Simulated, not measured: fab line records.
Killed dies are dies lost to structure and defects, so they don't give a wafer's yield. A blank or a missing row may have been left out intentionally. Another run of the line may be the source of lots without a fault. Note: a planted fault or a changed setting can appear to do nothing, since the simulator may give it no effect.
Which tool is to blame? :: flow sky130 :: 11 lots, 31 wafers sampled, at 6 steps of a route of 708

== WHAT THE GAUGES READ, wafer by wafer ==
SKY_LDD_LDN_OVL_MEAS_07. Usual: for LDD_LDN_OVL the level is 0.5 nm and the standard deviation is 1.5.
lot: L640
measured: day 23 07:55
on: overlay-01
LDD_LDN_OVL (nm): 0.5 0.2 0.2
flag: 

lot: L641
measured: day 23 14:55
on: overlay-01
LDD_LDN_OVL (nm): 1.0 -0.3 -0.1
flag: 

lot: L642
measured: day 23 19:49
on: overlay-02
LDD_LDN_OVL (nm): 0.3 3.3 0.4
flag: 

lot: L645
measured: day 25 21:49
on: overlay-02
LDD_LDN_OVL (nm): 0.7 -0.7 0.5
flag: 

lot: L650
measured: day 27 06:26
on: overlay-02
LDD_LDN_OVL (nm): 0.9 -1.1
flag: 

lot: L651
measured: day 27 11:27
on: overlay-02
LDD_LDN_OVL (nm): -0.8 -0.5
flag: 

lot: L654
measured: day 29 00:43
on: overlay-02
LDD_LDN_OVL (nm): 1.0 2.4 0.6
flag: 

lot: L658
measured: day 29 11:44
on: overlay-01
LDD_LDN_OVL (nm): 1.8 1.1 2.9
flag: 

lot: L660
measured: day 29 22:40
on: overlay-02
LDD_LDN_OVL (nm): -0.6 -2.3 -2.0
flag: 

lot: L661
measured: day 30 16:25
on: overlay-01
LDD_LDN_OVL (nm): -0.3 0.8 1.4
flag: 

lot: L662
measured: day 30 19:04
on: overlay-02
LDD_LDN_OVL (nm): 3.1 1.8 0.5
flag: 

SKY_METAL3_OVL_MEAS_14. Usual: for METAL3_OVL the level is -3 nm and the standard deviation is 4.6.
lot: L640
measured: day 38 23:35
on: overlay-01
METAL3_OVL (nm): -7 -2 -10
flag: 

lot: L641
measured: day 39 04:11
on: overlay-01
METAL3_OVL (nm): 1 -6 -10
flag: 

lot: L642
measured: day 39 06:26
on: overlay-01
METAL3_OVL (nm): -5 0 -4
flag: 

lot: L645
measured: day 41 00:32
on: overlay-02
METAL3_OVL (nm): -6 -6 -5
flag: 

lot: L650
measured: day 42 06:36
on: overlay-01
METAL3_OVL (nm): 2 -1
flag: 

lot: L651
measured: day 42 07:59
on: overlay-02
METAL3_OVL (nm): -4 -5
flag: 

lot: L654
measured: day 43 14:38
on: overlay-02
METAL3_OVL (nm): -1 -3 3
flag: 

lot: L658
measured: day 44 00:41
on: overlay-02
METAL3_OVL (nm): -11 0 -1
flag: 

lot: L660
measured: day 44 07:51
on: overlay-01
METAL3_OVL (nm): 3 7 2
flag: 

lot: L661
measured: day 45 00:38
on: overlay-02
METAL3_OVL (nm): 7 2 0
flag: 

lot: L662
measured: day 45 04:08
on: overlay-01
METAL3_OVL (nm): -9 -12 -6
flag: 

== TOOL THAT RAN EACH LOT (tool first, then ch and the chambers of the sampled wafers, then the start) ==
lot: L640
SKY_RES_XHIGH_STRIP_08: plasma-asher-01 ch 0,1, day 27 06:21
SKY_LOCAL_INTERCONNECT_COAT_05: litho-track-04 ch 0, day 30 06:42
SKY_LOCAL_INTERCONNECT_ETCH_13: rie-metal-02 ch 0,1, day 30 20:58
SKY_LOCAL_INTERCONNECT_STRIP_15: plasma-asher-01 ch 0,1, day 30 21:05

lot: L641
SKY_RES_XHIGH_STRIP_08: plasma-asher-02 ch 0,1, day 27 09:11
SKY_LOCAL_INTERCONNECT_COAT_05: litho-track-02 ch 0, day 30 10:33
SKY_LOCAL_INTERCONNECT_ETCH_13: rie-metal-01 ch 0,1, day 31 01:15
SKY_LOCAL_INTERCONNECT_STRIP_15: plasma-asher-04 ch 0,1, day 31 01:23

lot: L642
SKY_RES_XHIGH_STRIP_08: plasma-asher-01 ch 0,1, day 27 14:16
SKY_LOCAL_INTERCONNECT_COAT_05: litho-track-02 ch 0, day 30 14:19
SKY_LOCAL_INTERCONNECT_ETCH_13: rie-metal-02 ch 0,1, day 31 05:10
SKY_LOCAL_INTERCONNECT_STRIP_15: plasma-asher-04 ch 0,1, day 31 05:17

lot: L645
SKY_RES_XHIGH_STRIP_08: plasma-asher-01 ch 0,1, day 29 12:12
SKY_LOCAL_INTERCONNECT_COAT_05: litho-track-02 ch 0, day 32 12:52
SKY_LOCAL_INTERCONNECT_ETCH_13: rie-metal-03 ch 0,1, day 33 02:34
SKY_LOCAL_INTERCONNECT_STRIP_15: plasma-asher-02 ch 0,1, day 33 02:40

lot: L650
SKY_RES_XHIGH_STRIP_08: plasma-asher-03 ch 0, day 30 23:07
SKY_LOCAL_INTERCONNECT_COAT_05: litho-track-02 ch 0, day 33 21:01
SKY_LOCAL_INTERCONNECT_ETCH_13: rie-metal-03 ch 0,1, day 34 09:40
SKY_LOCAL_INTERCONNECT_STRIP_15: plasma-asher-02 ch 1, day 34 09:47

lot: L651
SKY_RES_XHIGH_STRIP_08: plasma-asher-03 ch 0, day 31 02:10
SKY_LOCAL_INTERCONNECT_COAT_05: litho-track-02 ch 0, day 34 00:15
SKY_LOCAL_INTERCONNECT_ETCH_13: rie-metal-02 ch 0,1, day 34 13:44
SKY_LOCAL_INTERCONNECT_STRIP_15: plasma-asher-02 ch 1, day 34 13:50

lot: L654
SKY_RES_XHIGH_STRIP_08: plasma-asher-02 ch 0,1, day 32 14:20
SKY_LOCAL_INTERCONNECT_COAT_05: litho-track-03 ch 0, day 35 11:07
SKY_LOCAL_INTERCONNECT_ETCH_13: rie-metal-02 ch 0,1, day 36 01:17
SKY_LOCAL_INTERCONNECT_STRIP_15: plasma-asher-02 ch 0,1, day 36 01:25

lot: L658
SKY_RES_XHIGH_STRIP_08: plasma-asher-01 ch 0, day 33 00:46
SKY_LOCAL_INTERCONNECT_COAT_05: litho-track-03 ch 0, day 35 21:33
SKY_LOCAL_INTERCONNECT_ETCH_13: rie-metal-03 ch 0, day 36 11:04
SKY_LOCAL_INTERCONNECT_STRIP_15: plasma-asher-02 ch 0,1, day 36 11:10

lot: L660
SKY_RES_XHIGH_STRIP_08: plasma-asher-03 ch 0,1, day 33 11:40
SKY_LOCAL_INTERCONNECT_COAT_05: litho-track-04 ch 0, day 36 08:17
SKY_LOCAL_INTERCONNECT_ETCH_13: rie-metal-02 ch 0,1, day 36 22:14
SKY_LOCAL_INTERCONNECT_STRIP_15: plasma-asher-04 ch 0,1, day 36 22:20

lot: L661
SKY_RES_XHIGH_STRIP_08: plasma-asher-03 ch 0,1, day 34 04:22
SKY_LOCAL_INTERCONNECT_COAT_05: litho-track-03 ch 0, day 37 01:46
SKY_LOCAL_INTERCONNECT_ETCH_13: rie-metal-01 ch 0,1, day 37 15:22
SKY_LOCAL_INTERCONNECT_STRIP_15: plasma-asher-01 ch 0,1, day 37 15:29

lot: L662
SKY_RES_XHIGH_STRIP_08: plasma-asher-03 ch 1, day 34 05:46
SKY_LOCAL_INTERCONNECT_COAT_05: litho-track-02 ch 0, day 37 03:54
SKY_LOCAL_INTERCONNECT_ETCH_13: rie-metal-02 ch 0, day 37 17:13
SKY_LOCAL_INTERCONNECT_STRIP_15: plasma-asher-02 ch 0, day 37 17:20
- SKY_RES_XHIGH_STRIP_08: strips in O2/N2.
- SKY_LOCAL_INTERCONNECT_COAT_05: resist thk 60 nm.
- SKY_LOCAL_INTERCONNECT_ETCH_13: etches BARC in N2/H2, stops on SiO2, time 45.9 s, target depth 60 nm.
- SKY_LOCAL_INTERCONNECT_STRIP_15: strips in O2/N2.

== AS READ BY THE TOOLS THEMSELVES (means over the sampled wafers that have a number; for cases with no such wafer, the mark the record gives instead) ==
SKY_RES_XHIGH_STRIP_08. Usual: drypump-motor-current-A 5.5 A, standard deviation 0.47; oes-product-au 0.711 a.u., standard deviation 0.0042; strip-time-to-endpoint-s 14.24 s, standard deviation 0.056.
lot: L640
tool: plasma-asher-01
drypump-motor-current-A (A): 5.3
oes-product-au (a.u.): 0.712
strip-time-to-endpoint-s (s): 14.29
flag: 

lot: L641
tool: plasma-asher-02
drypump-motor-current-A (A): 5.4
oes-product-au (a.u.): 0.711
strip-time-to-endpoint-s (s): 14.28
flag: 

lot: L642
tool: plasma-asher-01
drypump-motor-current-A (A): 5.4
oes-product-au (a.u.): 0.712
strip-time-to-endpoint-s (s): 14.33
flag: 

lot: L645
tool: plasma-asher-01
drypump-motor-current-A (A): 5.3
oes-product-au (a.u.): 0.710
strip-time-to-endpoint-s (s): 14.25
flag: 

lot: L650
tool: plasma-asher-03
drypump-motor-current-A (A): 6.4
oes-product-au (a.u.): 0.708
strip-time-to-endpoint-s (s): 14.27
flag: 

lot: L651
tool: plasma-asher-03
drypump-motor-current-A (A): 6.4
oes-product-au (a.u.): 0.712
strip-time-to-endpoint-s (s): 14.16
flag: 

lot: L654
tool: plasma-asher-02
drypump-motor-current-A (A): 5.1
oes-product-au (a.u.): 0.706
strip-time-to-endpoint-s (s): 14.19
flag: 

lot: L658
tool: plasma-asher-01
drypump-motor-current-A (A): 5.2
oes-product-au (a.u.): 0.711
strip-time-to-endpoint-s (s): 14.18
flag: 

lot: L660
tool: plasma-asher-03
drypump-motor-current-A (A): 5.7
oes-product-au (a.u.): 0.711
strip-time-to-endpoint-s (s): 14.21
flag: 

lot: L661
tool: plasma-asher-03
drypump-motor-current-A (A): 5.7
oes-product-au (a.u.): 0.710
strip-time-to-endpoint-s (s): 14.36
flag: 

lot: L662
tool: plasma-asher-03
drypump-motor-current-A (A): 5.4
oes-product-au (a.u.): 0.712
strip-time-to-endpoint-s (s): 14.23
flag: 

SKY_LOCAL_INTERCONNECT_COAT_05. Usual: exhaust-pa 45.0 Pa, standard deviation 0.83.
lot: L640
tool: litho-track-04
exhaust-pa (Pa): 44.5
flag: 

lot: L641
tool: litho-track-02
exhaust-pa (Pa): 45.0
flag: 

lot: L642
tool: litho-track-02
exhaust-pa (Pa): 44.9
flag: 

lot: L645
tool: litho-track-02
exhaust-pa (Pa): 45.7
flag: 

lot: L650
tool: litho-track-02
exhaust-pa (Pa): 45.5
flag: 

lot: L651
tool: litho-track-02
exhaust-pa (Pa): 45.4
flag: 

lot: L654
tool: litho-track-03
exhaust-pa (Pa): 44.9
flag: 

lot: L658
tool: litho-track-03
exhaust-pa (Pa): 45.1
flag: 

lot: L660
tool: litho-track-04
exhaust-pa (Pa): 44.5
flag: 

lot: L661
tool: litho-track-03
exhaust-pa (Pa): 43.9
flag: 

lot: L662
tool: litho-track-02
exhaust-pa (Pa): 44.6
flag: 

SKY_LOCAL_INTERCONNECT_ETCH_13. Usual: drypump-motor-current-A 6.3 A, standard deviation 0.39; oes-product-au 0.855 a.u., standard deviation 0.0047; throttle-valve-pct 13.226 %, standard deviation 0.0093.
lot: L640
tool: rie-metal-02
drypump-motor-current-A (A): 6.5
oes-product-au (a.u.): 0.855
throttle-valve-pct (%): 13.215
flag: 

lot: L641
tool: rie-metal-01
drypump-motor-current-A (A): 6.1
oes-product-au (a.u.): 0.853
throttle-valve-pct (%): 13.220
flag: 

lot: L642
tool: rie-metal-02
drypump-motor-current-A (A): 6.3
oes-product-au (a.u.): 0.856
throttle-valve-pct (%): 13.232
flag: 

lot: L645
tool: rie-metal-03
drypump-motor-current-A (A): 6.1
oes-product-au (a.u.): 0.890
throttle-valve-pct (%): 13.232
flag: OFF

lot: L650
tool: rie-metal-03
drypump-motor-current-A (A): 6.2
oes-product-au (a.u.): 0.915
throttle-valve-pct (%): 13.229
flag: OFF

lot: L651
tool: rie-metal-02
drypump-motor-current-A (A): 6.4
oes-product-au (a.u.): 0.914
throttle-valve-pct (%): 13.232
flag: OFF

lot: L654
tool: rie-metal-02
drypump-motor-current-A (A): 6.4
oes-product-au (a.u.): 0.860
throttle-valve-pct (%): 13.222
flag: 

lot: L658
tool: rie-metal-03
drypump-motor-current-A (A): 5.7
oes-product-au (a.u.): 0.853
throttle-valve-pct (%): 13.225
flag: 

lot: L660
tool: rie-metal-02
drypump-motor-current-A (A): 6.5
oes-product-au (a.u.): 0.856
throttle-valve-pct (%): 13.227
flag: 

lot: L661
tool: rie-metal-01
drypump-motor-current-A (A): 6.0
oes-product-au (a.u.): 0.851
throttle-valve-pct (%): 13.225
flag: 

lot: L662
tool: rie-metal-02
drypump-motor-current-A (A): 6.2
oes-product-au (a.u.): 0.852
throttle-valve-pct (%): 13.233
flag: 

SKY_LOCAL_INTERCONNECT_STRIP_15. Usual: drypump-motor-current-A 5.4 A, standard deviation 0.34; oes-product-au 0.427 a.u., standard deviation 0.0043; strip-time-to-endpoint-s 4.724 s, standard deviation 0.02.
lot: L640
tool: plasma-asher-01
drypump-motor-current-A (A): 5.3
oes-product-au (a.u.): 0.432
strip-time-to-endpoint-s (s): 4.767
flag: 

lot: L641
tool: plasma-asher-04
drypump-motor-current-A (A): 5.7
oes-product-au (a.u.): 0.427
strip-time-to-endpoint-s (s): 4.686
flag: 

lot: L642
tool: plasma-asher-04
drypump-motor-current-A (A): 5.7
oes-product-au (a.u.): 0.426
strip-time-to-endpoint-s (s): 4.728
flag: 

lot: L645
tool: plasma-asher-02
drypump-motor-current-A (A): 5.4
oes-product-au (a.u.): 0.432
strip-time-to-endpoint-s (s): 4.802
flag: OFF

lot: L650
tool: plasma-asher-02
drypump-motor-current-A (A): 5.6
oes-product-au (a.u.): 0.432
strip-time-to-endpoint-s (s): 4.829
flag: OFF

lot: L651
tool: plasma-asher-02
drypump-motor-current-A (A): 5.6
oes-product-au (a.u.): 0.435
strip-time-to-endpoint-s (s): 4.840
flag: OFF

lot: L654
tool: plasma-asher-02
drypump-motor-current-A (A): 5.1
oes-product-au (a.u.): 0.426
strip-time-to-endpoint-s (s): 4.726
flag: 

lot: L658
tool: plasma-asher-02
drypump-motor-current-A (A): 5.1
oes-product-au (a.u.): 0.432
strip-time-to-endpoint-s (s): 4.728
flag: 

lot: L660
tool: plasma-asher-04
drypump-motor-current-A (A): 5.7
oes-product-au (a.u.): 0.430
strip-time-to-endpoint-s (s): 4.710
flag: 

lot: L661
tool: plasma-asher-01
drypump-motor-current-A (A): 5.3
oes-product-au (a.u.): 0.425
strip-time-to-endpoint-s (s): 4.707
flag: 

lot: L662
tool: plasma-asher-02
drypump-motor-current-A (A): 4.9
oes-product-au (a.u.): 0.423
strip-time-to-endpoint-s (s): 4.690
flag: 

== THE ANSWER, worked out from the rows above alone ==
Rule: take the mean of a lot's wafers that have a number; if it is more than 3 standard deviations from the usual mean, the lot is off. Also off: a lot with no number at a reading for which 4 or more lots have one. All remaining lots with rows at the step are treated as sound. Order of review: gauges by route order, followed by the tools' own readings, for which a lot's mean as printed above is used. The first step at which some lot is off is used, and at that step the reading that is off furthest; a lot without a number counts as furthest.
Off: L645, L650, L651, at SKY_LOCAL_INTERCONNECT_ETCH_13 (oes-product-au).
A tool fits if, at that step or a process step before it, it ran every lot that is off, and no sound lot after the first of them. None of those tried fits.

== WHAT THE SIMULATOR PUT IN ==
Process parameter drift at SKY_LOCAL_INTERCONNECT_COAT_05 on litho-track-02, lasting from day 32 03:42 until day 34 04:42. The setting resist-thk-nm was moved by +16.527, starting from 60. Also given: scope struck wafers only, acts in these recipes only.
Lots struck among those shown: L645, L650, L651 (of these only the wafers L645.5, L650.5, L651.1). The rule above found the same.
